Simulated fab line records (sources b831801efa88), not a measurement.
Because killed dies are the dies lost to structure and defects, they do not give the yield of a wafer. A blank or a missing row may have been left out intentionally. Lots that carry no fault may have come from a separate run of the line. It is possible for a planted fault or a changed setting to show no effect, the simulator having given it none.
What tool caused it? -- flow gf180mcu -- Sampling: 15 lots, 44 wafers, 5 of 602 route steps

WHAT EACH GAUGE READ, for each wafer
GF_MVSD_OVL_MEAS_07. Usual: for MVSD_OVL the level is 0.2 nm and the standard deviation is 1.1.
lot,measured,on,MVSD_OVL (nm),flag
L324,day 4 09:47,overlay-01,0.1 0.8 0.0,
L325,day 4 14:49,overlay-02,0.2 -1.1 0.2,
L327,day 5 05:07,overlay-02,-0.4 -0.8 -0.6,
L328,day 5 10:28,overlay-02,0.6 -0.5 -0.8,
L329,day 5 18:57,overlay-01,0.7 0.1 1.2,
L330,day 5 22:59,overlay-02,-0.4 -3.3 -3.5,
L331,day 6 04:41,overlay-02,0.1 0.6 0.6,
L332,day 6 11:38,overlay-01,0.0 -0.2 0.5,
L333,day 6 14:37,overlay-02,1.8 1.5 1.4,
L339,day 8 05:52,overlay-02,0.4 0.3,
L341,day 8 12:26,overlay-01,0.7 -0.6 1.0,
L342,day 8 20:46,overlay-01,-0.3 0.0 -1.0,
L345,day 9 13:06,overlay-02,-0.5 -0.1 -0.4,
L346,day 9 17:38,overlay-02,-0.7 0.4 -0.3,
L347,day 9 23:17,overlay-02,2.0 0.5 2.3,

GF_V5_THK_MEAS_25: measures by xrf. Usual: for V5_W_THK the level is 347 nm and the standard deviation is 4.3.
lot,measured,on,V5_W_THK (nm),flag
L324,day 27 06:01,filmMetro-04,344 347 351,
L325,day 27 19:57,filmMetro-02,344 343 339,
L327,day 28 10:40,filmMetro-04,346 349 350,
L328,day 28 23:46,filmMetro-04,350 352 350,
L329,day 29 03:59,filmMetro-04,348 345 345,
L330,day 29 05:56,filmMetro-02,344 346 349,
L331,day 29 13:29,filmMetro-01,344 346 340,
L332,day 29 22:12,filmMetro-01,343 339 344,
L333,day 30 01:46,filmMetro-04,350 355 349,
L339,day 32 01:17,filmMetro-04,354 351,
L341,day 32 08:14,filmMetro-04,359 350 354,
L342,day 32 13:48,filmMetro-02,361 355 354,
L345,day 33 03:52,filmMetro-01,342 346 341,
L346,day 33 11:50,filmMetro-04,354 348 351,
L347,day 33 16:32,filmMetro-01,345 345 347,

TOOL THAT RAN EACH LOT (tool first, then ch and the chambers of the sampled wafers, then the start)
lot,GF_STI_ETCH_14,GF_STI_STRIP_15,GF_HV_LDD_RTA_52
L324,"rieSi-01 ch 2,3, day 2 01:41","plasmaAsher-02 ch 1, day 2 01:46","rtpAnneal-02 ch 0, day 12 08:33"
L325,"rieSi-02 ch 0,1,3, day 2 07:43","plasmaAsher-01 ch 0,1, day 2 07:49","rtpAnneal-02 ch 0, day 12 20:13"
L327,"rieSi-02 ch 2,3, day 2 17:02","plasmaAsher-03 ch 0,1, day 2 17:07","rtpAnneal-02 ch 0, day 13 13:27"
L328,"rieSi-02 ch 0,1,2, day 2 22:55","plasmaAsher-02 ch 0, day 2 22:59","rtpAnneal-01 ch 0, day 14 02:41"
L329,"rieSi-02 ch 0,1,2, day 3 04:58","plasmaAsher-01 ch 0,1, day 3 05:04","rtpAnneal-02 ch 0, day 14 05:50"
L330,"rieSi-02 ch 0,1,2, day 3 10:25","plasmaAsher-02 ch 0,1, day 3 10:29","rtpAnneal-02 ch 0, day 14 11:26"
L331,"rieSi-02 ch 0,2,3, day 3 14:29","plasmaAsher-03 ch 0,1, day 3 14:34","rtpAnneal-01 ch 0, day 14 18:18"
L332,"rieSi-01 ch 2,3, day 3 18:57","plasmaAsher-03 ch 0,1, day 3 19:02","rtpAnneal-01 ch 0, day 15 05:27"
L333,"rieSi-01 ch 0,2, day 3 23:56","plasmaAsher-02 ch 0,1, day 4 00:01","rtpAnneal-02 ch 0, day 15 09:12"
L339,"rieSi-02 ch 0, day 5 07:06","plasmaAsher-03 ch 0,1, day 5 07:13","rtpAnneal-02 ch 0, day 17 16:21"
L341,"rieSi-02 ch 1,2,3, day 5 16:20","plasmaAsher-02 ch 0,1, day 5 16:25","rtpAnneal-02 ch 0, day 18 02:36"
L342,"rieSi-02 ch 0,2,3, day 6 00:42","plasmaAsher-02 ch 0,1, day 6 00:47","rtpAnneal-02 ch 0, day 18 13:46"
L345,"rieSi-01 ch 0,1, day 6 13:49","plasmaAsher-02 ch 0,1, day 6 13:53","rtpAnneal-01 ch 0, day 19 10:15"
L346,"rieSi-01 ch 1,2,3, day 6 18:40","plasmaAsher-02 ch 0,1, day 6 18:44","rtpAnneal-01 ch 0, day 19 22:44"
L347,"rieSi-01 ch 0,1,2, day 6 23:56","plasmaAsher-01 ch 0,1, day 7 00:01","rtpAnneal-02 ch 0, day 20 04:46"
- GF_STI_ETCH_14: etches Si in HBr/Cl2/O2, target depth 360 nm, time 102.9 s.
- GF_STI_STRIP_15: strips in O2/N2.
- GF_HV_LDD_RTA_52: time 10 s.

WHAT THE TOOLS THEMSELVES READ (means of the sampled wafers that have a number; where no wafer has one, the mark that the record gives instead)
GF_STI_ETCH_14. Usual: drypumpMotorCurrentA 5.4 A, standard deviation 0.46; mfcCl2Sccm 40.00 sccm, standard deviation 0.12; oesProductAu 0.996 a.u., standard deviation 0.0093; runLengthS 131.1 s, standard deviation 0.4; throttleValvePct 25.658 %, standard deviation 0.01.
lot,tool,drypumpMotorCurrentA (A),mfcCl2Sccm (sccm),oesProductAu (a.u.),runLengthS (s),throttleValvePct (%),flag
L324,rieSi-01,5.7,40.16,0.999,131.0,25.670,
L325,rieSi-02,5.5,39.99,0.994,130.9,25.666,
L327,rieSi-02,4.9,40.04,0.994,131.0,25.658,
L328,rieSi-02,5.4,40.06,0.996,131.1,25.657,
L329,rieSi-02,5.4,39.99,0.993,131.2,25.662,
L330,rieSi-02,5.4,40.00,0.985,131.2,25.671,
L331,rieSi-02,5.3,40.00,0.993,131.0,25.659,
L332,rieSi-01,5.7,40.07,1.005,131.3,25.648,
L333,rieSi-01,5.6,39.82,0.986,131.3,25.659,
L339,rieSi-02,6.1,39.87,0.984,105.8,25.661,OFF
L341,rieSi-02,5.1,40.08,1.004,114.1,25.658,OFF
L342,rieSi-02,5.3,40.02,0.993,114.5,25.671,OFF
L345,rieSi-01,5.7,40.03,1.003,131.5,25.655,
L346,rieSi-01,5.6,40.00,1.011,131.4,25.651,
L347,rieSi-01,5.6,39.99,1.008,131.1,25.655,

GF_STI_STRIP_15. Usual: drypumpMotorCurrentA 5.9 A, standard deviation 0.56; heaterPowerW 324 W, standard deviation 17; oesProductAu 0.384 a.u., standard deviation 0.0046; stripTimeToEndpointS 3.72 s, standard deviation 0.039.
lot,tool,drypumpMotorCurrentA (A),heaterPowerW (W),oesProductAu (a.u.),stripTimeToEndpointS (s),flag
L324,plasmaAsher-02,5.5,300,0.384,3.72,
L325,plasmaAsher-01,5.3,335,0.383,3.71,
L327,plasmaAsher-03,5.9,334,0.383,3.74,
L328,plasmaAsher-02,6.6,331,0.383,3.72,
L329,plasmaAsher-01,5.3,350,0.384,3.71,
L330,plasmaAsher-02,6.2,315,0.387,3.74,
L331,plasmaAsher-03,5.9,331,0.383,3.67,
L332,plasmaAsher-03,5.9,333,0.383,3.69,
L333,plasmaAsher-02,5.9,304,0.381,3.71,
L339,plasmaAsher-03,6.0,333,0.395,4.05,OFF
L341,plasmaAsher-02,5.9,309,0.390,3.94,OFF
L342,plasmaAsher-02,5.8,309,0.395,3.92,OFF
L345,plasmaAsher-02,6.2,316,0.384,3.68,
L346,plasmaAsher-02,5.9,306,0.384,3.77,
L347,plasmaAsher-01,5.3,322,0.383,3.73,

GF_HV_LDD_RTA_52. Usual: lampPowerPct 34.0 %, standard deviation 1.2; wafer_temp_C_max 1004.6, standard deviation 1.3.
lot,tool,lampPowerPct (%),wafer_temp_C_max,flag
L324,rtpAnneal-02,35.1,1005.2,
L325,rtpAnneal-02,35.0,1005.7,
L327,rtpAnneal-02,35.1,1005.4,
L328,rtpAnneal-01,32.7,1004.4,
L329,rtpAnneal-02,35.1,1005.2,
L330,rtpAnneal-02,35.1,1005.0,
L331,rtpAnneal-01,32.7,1003.6,
L332,rtpAnneal-01,32.7,1003.9,
L333,rtpAnneal-02,35.1,1004.8,
L339,rtpAnneal-02,35.0,1006.2,
L341,rtpAnneal-02,35.1,1005.6,
L342,rtpAnneal-02,35.1,1005.4,
L345,rtpAnneal-01,32.7,1005.0,
L346,rtpAnneal-01,32.7,1003.4,
L347,rtpAnneal-02,35.1,1005.9,

THE ANSWER, worked out from the rows above alone
Rule: lot off if the mean of its wafers having a number is beyond 3 standard deviations from the usual mean. Also off: a lot with no number at a reading for which 4 or more lots have one. All remaining lots with rows at the step are treated as sound. After the gauges, taken in route order, come the tools' own readings; for these a lot's mean is taken, as printed above. At the first step where some lot is off, the reading lying furthest off is the one used; lots without a number count as furthest.
Off: L339, L341, L342 (GF_STI_ETCH_14, runLengthS).
If a tool, at that step or one of the process steps before it, ran each lot that is off and ran no sound lot following the first of them, it fits. One fits: rieSi-02 at GF_STI_ETCH_14. A fault onset in the window from L331 (day 3 14:29, its last sound lot) to L339 (day 5 07:06, its first lot off) fits.
On the lots that are off, the tool's own readings at GF_STI_ETCH_14 differ by more than 5 times the standard deviation of the sound lots' means, which bears it out; runLengthS reads 111.5 s there versus 131.2 s on the sound lots.

WHAT THE SIMULATOR PUT IN
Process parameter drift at GF_STI_ETCH_14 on rieSi-02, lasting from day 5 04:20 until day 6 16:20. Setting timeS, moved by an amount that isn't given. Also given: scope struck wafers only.
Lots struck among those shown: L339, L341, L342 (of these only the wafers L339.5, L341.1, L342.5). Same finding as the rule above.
